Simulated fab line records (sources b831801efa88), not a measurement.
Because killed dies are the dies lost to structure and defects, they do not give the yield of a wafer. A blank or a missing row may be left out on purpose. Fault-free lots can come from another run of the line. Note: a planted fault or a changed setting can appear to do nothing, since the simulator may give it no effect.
The tool behind it: which one? :: flow gf180mcu :: at 1 step of a route of 602, 12 lots with 36 wafers sampled

== WHAT THE GAUGES SHOWED, per wafer ==
GF_V2_CD_MEAS_14: the cd target is 260 nm. Usual: cd nm reads 260.1 nm (standard deviation 1.3).
lot: L643
measured: day 19 14:01
on: cd sem-01
cd nm (nm): 260.0 260.3 261.6
flag: 

lot: L645
measured: day 20 12:20
on: cd sem-02
cd nm (nm): 259.8 260.9 261.0
flag: 

lot: L648
measured: day 22 05:12
on: cd sem-01
cd nm (nm): 260.1 259.9 260.5
flag: 

lot: L650
measured: day 22 22:18
on: cd sem-02
cd nm (nm): 258.4 258.0 259.3
flag: 

lot: L652
measured: day 24 04:31
on: cd sem-01
cd nm (nm): 257.8 258.5 259.8
flag: 

lot: L653
measured: day 24 14:01
on: cd sem-02
cd nm (nm): 260.3 260.9 259.8
flag: 

lot: L654
measured: day 24 15:21
on: cd sem-01
cd nm (nm): 260.3 261.3 260.8
flag: 

lot: L656
measured: day 25 12:13
on: cd sem-02
cd nm (nm): 259.1 260.5 259.0
flag: 

lot: L661
measured: day 26 15:06
on: cd sem-02
cd nm (nm): 258.7 257.8 258.0
flag: 

lot: L662
measured: day 26 19:03
on: cd sem-01
cd nm (nm): 260.1 259.1 259.2
flag: 

lot: L665
measured: day 27 10:25
on: cd sem-02
cd nm (nm): 258.0 257.2 258.8
flag: 

lot: L666
measured: day 27 17:42
on: cd sem-01
cd nm (nm): 261.4 261.8 261.6
flag: 

== TOOL THAT RAN EACH LOT (tool first, then ch and the chambers of the sampled wafers, then the start) ==
Before these readings, the record contains no process step.

== WHAT THE TOOLS THEMSELVES READ (means of the sampled wafers that have a number; where no wafer has one, the mark that the record gives instead) ==
The record holds no such reading with a usual standard deviation.

== THE ANSWER, worked out from the rows above alone ==
Rule: take the mean of a lot's wafers that have a number; if it is more than 3 standard deviations from the usual mean, the lot is off. A lot without any number at a reading at which 4 lots or more have one is off too. Any other lot the step has rows for is counted as sound. After the gauges, taken in route order, come the tools' own readings; for these a lot's mean is taken, as printed above. The first step at which some lot is off is used, and at that step the reading that is off furthest; a lot without a number counts as furthest.
None of the lots is off at any reading shown; this tells nothing.

== WHAT HAD BEEN PUT IN BY THE SIMULATOR ==
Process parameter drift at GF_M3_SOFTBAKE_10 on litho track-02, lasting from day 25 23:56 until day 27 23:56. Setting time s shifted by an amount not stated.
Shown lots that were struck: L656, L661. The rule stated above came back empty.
